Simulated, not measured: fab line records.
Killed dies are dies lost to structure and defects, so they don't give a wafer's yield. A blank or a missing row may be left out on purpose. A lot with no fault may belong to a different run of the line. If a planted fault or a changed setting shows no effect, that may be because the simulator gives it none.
One fault seen from 2 desks | flow gf180mcu | what lay behind the numbers comes last; until then each desk has only its own

== FROM THE METROLOGY DESK ==
What the gauges read for every lot (on any tool): the sampled wafers with a number, averaged. If a lot's mean is further than 4 standard deviations from the usual mean, the lot is out of limits and carries the mark OUT (the distance appears in the brackets). Of its 11 readings 7 are shown: those that lie furthest out on some lot.
Columns: A = NSD_TW at GF_NSD_TW_MEAS_12, usual 4230; B = cd-nm at GF_PSD_CD_MEAS_07, usual 400.5 nm; C = PSD_OVL at GF_PSD_OVL_MEAS_08, usual -0.6 nm; D = PSD_TW at GF_PSD_TW_MEAS_11, usual 3174; E = PSD_RS at GF_PSD_RS_MEAS_15, usual 108.61 ohm/sq; F = cd-nm at GF_SAB_CD_MEAS_09, usual 419.9 nm; G = SALICIDE_TIN_RS at GF_SALICIDE_RS_MEAS_04, usual 16.12 ohm/sq
lot  | first seen here | A    | B     | C    | D    | E      | F     | G
L705 | day 14 03:35    | 4252 | 397.9 | -0.4 | 3230 | 108.91 | 417.3 | 15.94
L709 | day 15 10:22    | 4198 | 399.4 | -0.7 | 3187 | 108.68 | 421.7 | 15.76
L711 | day 15 22:37    | 4227 | 400.4 | -0.8 | 3147 | 108.97 | 416.0 | 16.27
L718 | day 18 16:16    | 4280 | 403.9 | -1.4 | 3170 | 108.90 | 417.3 | 15.66
L721 | day 19 16:19    | 4235 | 402.1 | -1.2 | 3201 | 108.48 | 420.0 | 15.78
L724 | day 20 11:31    | 4202 | 399.0 | 1.2  | 3157 | 108.54 | 419.9 | 15.89
This desk found nothing out of limits on any of the 6 lots.

== AT THE TOOL OWNER'S DESK: implanter-04 ==
The tool's own readings at GF_PSD_IMPLANT_09, given as means over the sampled wafers that have a number, one for each lot that went through this tool. If a lot's mean is further than 4 standard deviations from the usual mean, the lot is out of limits and carries the mark OUT (the distance appears in the brackets).
Columns: A = end-station-pressure-torr at GF_PSD_IMPLANT_09, usual 1.16e-05 Torr
lot  | first seen here | A
L718 | day 19 17:10    | 1.19e-05
L721 | day 20 16:03    | 1.19e-05
This desk found nothing out of limits on any of the 2 lots.

== TAKEN TOGETHER ==
Metrology desk: nothing out of limits seen.
The tool owner's desk saw nothing out of limits.

== WHAT THE SIMULATOR PUT IN ==
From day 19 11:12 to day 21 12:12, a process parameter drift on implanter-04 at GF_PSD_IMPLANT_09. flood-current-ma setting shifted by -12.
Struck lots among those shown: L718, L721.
